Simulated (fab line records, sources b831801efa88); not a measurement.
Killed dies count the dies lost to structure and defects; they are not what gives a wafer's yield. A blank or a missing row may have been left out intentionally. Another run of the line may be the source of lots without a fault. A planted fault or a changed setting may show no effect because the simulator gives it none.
One fault through the eyes of 2 desks :: flow sky130 :: every desk sees just its own numbers, and what lay behind them comes last

## FOR THE TOOL OWNER'S DESK: lpcvd-02
The tool's own readings at SKY_SPACER_CVD_00 (deposits Si3N4 from DCS/NH3, target thk 43.1 nm, time 740 s): means of the sampled wafers that have a number, for each lot that ran on this tool. The brackets show how far a lot's mean lies from the usual mean; more than 4 standard deviations puts the lot out of limits, marked OUT.
Columns: A = spikeTcBottomC at SKY_SPACER_CVD_00, usual 788.4 C; B = spikeTcCentreC at SKY_SPACER_CVD_00, usual 769.5 C; C = spikeTcLowerC at SKY_SPACER_CVD_00, usual 770.8 C; D = spikeTcTopC at SKY_SPACER_CVD_00, usual 783.8 C; E = spikeTcUpperC at SKY_SPACER_CVD_00, usual 769.9 C; F = susceptorTempC at SKY_SPACER_CVD_00, usual 770.0 C; G = zonePowerBottomPct at SKY_SPACER_CVD_00, usual 23.0 %
lot: L201
first seen here: day 24 13:08
A: 789.6
B: 769.4
C: 770.7
D: 781.8
E: 771.1
F: 770.1
G: 22.5

lot: L202
first seen here: day 24 13:08
A: 788.0
B: 770.1
C: 771.3
D: 785.4
E: 770.1
F: 769.4
G: 23.0

lot: L204
first seen here: day 25 04:37
A: 788.7
B: 770.1
C: 769.4
D: 782.3
E: 770.8
F: 770.6
G: 22.6

lot: L205
first seen here: day 25 08:28
A: 788.0
B: 769.7
C: 770.0
D: 781.5
E: 770.4
F: 770.7
G: 22.5

lot: L207
first seen here: day 25 21:37
A: 786.8
B: 769.6
C: 771.3
D: 784.5
E: 770.5
F: 769.8
G: 23.2

lot: L208
first seen here: day 26 17:32
A: 788.8
B: 769.5
C: 770.1
D: 785.6
E: 769.0
F: 770.4
G: 23.5

lot: L211
first seen here: day 27 13:01
A: 789.0
B: 770.0
C: 769.8
D: 783.2
E: 769.1
F: 769.9
G: 22.7

lot: L213
first seen here: day 28 08:40
A: 788.3
B: 769.9
C: 771.7
D: 786.0
E: 769.9
F: 769.6
G: 23.1

lot: L214
first seen here: day 28 14:25
A: 764.9 (-20) OUT
B: 747.9 (-23) OUT
C: 749.7 (-18) OUT
D: 764.9 (-9.4) OUT
E: 747.7 (-22) OUT
F: 748.2 (-61) OUT
G: 22.0

lot: L215
first seen here: day 29 00:47
A: 767.9 (-17) OUT
B: 748.3 (-23) OUT
C: 747.2 (-20) OUT
D: 760.5 (-12) OUT
E: 746.5 (-24) OUT
F: 748.0 (-61) OUT
G: 21.7
This desk finds L214, L215 out of limits, L214 being first, at day 28 14:25 (spikeTcBottomC at SKY_SPACER_CVD_00). L201, L202, L204, L205, L207, L208, L211, L213: within limits.

## METROLOGY DESK
What the gauges read for every lot (on any tool): the sampled wafers with a number, averaged. The brackets show how far a lot's mean lies from the usual mean; more than 4 standard deviations puts the lot out of limits, marked OUT.
Columns: A = POLY_GATE_CVD_00_THK at SKY_POLY_GATE_THK_MEAS_01, usual 179.9 nm; B = cdNm at SKY_LDD_P_CD_MEAS_07, usual 379.8 nm; C = SPACER_CVD_00_THK at SKY_SPACER_THK_MEAS_01, usual 43.2 nm
lot: L201
first seen here: day 15 11:13
A: 182.4
B: 379.4
C: 43.4

lot: L202
first seen here: day 15 11:14
A: 179.8
B: 383.0
C: 42.5

lot: L204
first seen here: day 16 02:51
A: 180.2
B: 376.3
C: 43.7

lot: L205
first seen here: day 16 10:01
A: 179.6
B: 380.3
C: 43.7

lot: L207
first seen here: day 16 19:22
A: 180.3
B: 380.6
C: 43.1

lot: L208
first seen here: day 17 11:17
A: 180.5
B: 379.5
C: 43.3

lot: L211
first seen here: day 18 15:01
A: 180.2
B: 380.8
C: 42.9

lot: L213
first seen here: day 19 08:16
A: 178.0
B: 376.6
C: 43.2

lot: L214
first seen here: day 19 16:17
A: 179.8
B: 380.1
C: 27.8 (-42) OUT

lot: L215
first seen here: day 20 03:46
A: 179.8
B: 380.0
C: 27.2 (-43) OUT
This desk reports L214, L215 out of limits; the earliest was L214 at day 28 15:38 (SPACER_CVD_00_THK at SKY_SPACER_THK_MEAS_01). L201, L202, L204, L205, L207, L208, L211, L213: within limits.

## TAKEN TOGETHER
At day 28 14:25, on L214, L215, the tool owner's desk was in a position to raise an alarm.
At day 28 15:38 the metrology desk could have sounded an alarm, on L214, L215.
SKY_SPACER_CVD_00 was run on lpcvd-02 by each of the lots named.

## WHAT THE SIMULATOR PUT IN
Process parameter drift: lpcvd-02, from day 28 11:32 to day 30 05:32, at SKY_SPACER_CVD_00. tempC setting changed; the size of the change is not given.
Shown lots that were struck: L214, L215.
Hours from the fault's start to each desk's first reading out of limits: the tool owner's desk, 3; the metrology desk, 4.
